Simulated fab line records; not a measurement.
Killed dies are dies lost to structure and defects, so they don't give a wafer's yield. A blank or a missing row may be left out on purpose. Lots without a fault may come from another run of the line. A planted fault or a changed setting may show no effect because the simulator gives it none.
Chamber matching -- flow gf180mcu -- 4 sister chambers for GF_CONTACT_CMP_27 on cmp-02
The step polishes, stops on SiO2, t overpolish 15 s, target thk 0 nm. 14 wafers are shown with their chamber, then 7 later ones without.

== WAFERS WITH THEIR CHAMBER ==
wafer,chamber,motor-current-A (A),time-to-endpoint-s (s),slurry-filter-dp-kPa (kPa)
L514.3,0,11.0,73.6,13.45
L514.5,1,11.0,72.0,13.45
L514.6,0,10.6,71.3,13.66
L517.1,1,10.4,76.8,13.52
L517.4,3,12.0,72.4,13.49
L517.5,1,10.9,73.4,13.64
L525.1,0,10.7,72.7,13.60
L525.3,3,12.0,74.4,13.59
L525.5,3,11.8,77.3,13.46
L527.3,3,12.1,73.4,13.53
L527.4,2,12.2,69.5,13.39
L527.6,0,11.1,71.1,13.59
L531.3,2,12.7,74.0,13.54
L531.4,3,12.8,73.0,13.43

SIGNATURES (means of the wafers above)
reading,chamber 0,chamber 1,chamber 2,chamber 3,scatter within a chamber
motor-current-A,10.850,10.767,12.450,12.140,0.331
time-to-endpoint-s,72.175,74.067,71.750,74.100,2.04
slurry-filter-dp-kPa,13.5750,13.5367,13.4650,13.5000,0.0831
Rule: a wafer's distance from a chamber is the root of the sum, over the readings, of the square of ((its reading less the chamber's mean) divided by the reading's scatter). If the next closest chamber is less than 2 further off than the closest, the wafer can't be placed; otherwise it belongs to the closest. The scatter: the root of (the sum of the squares of (reading less its chamber's mean) over the shown wafers, divided by (wafers less chambers)).

== WAFERS WHOSE CHAMBER IS MISSING ==
wafer,motor-current-A (A),time-to-endpoint-s (s),slurry-filter-dp-kPa (kPa)
L531.6,11.8,74.1,13.55
L535.2,11.4,77.0,13.63
L535.3,10.7,74.0,13.58
L535.5,10.1,72.7,13.34
L536.1,10.7,71.2,13.37
L536.3,12.3,71.8,13.66
L536.5,10.1,71.7,13.44

== EACH ONE'S CHAMBER ==
wafer,from the rows above,in truth
L531.6,can't be placed: 3 or 2 or 0 or 1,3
L535.2,can't be placed: 1 or 0 or 3 or 2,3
L535.3,can't be placed: 1 or 0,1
L535.5,can't be placed: 1 or 0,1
L536.1,can't be placed: 1 or 0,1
L536.3,can't be placed: 3 or 2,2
L536.5,can't be placed: 1 or 0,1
Placed correctly: 0 of 7. Not placeable from these rows: 7 (in 7, the candidates include the true chamber). Wrongly placed: 0.
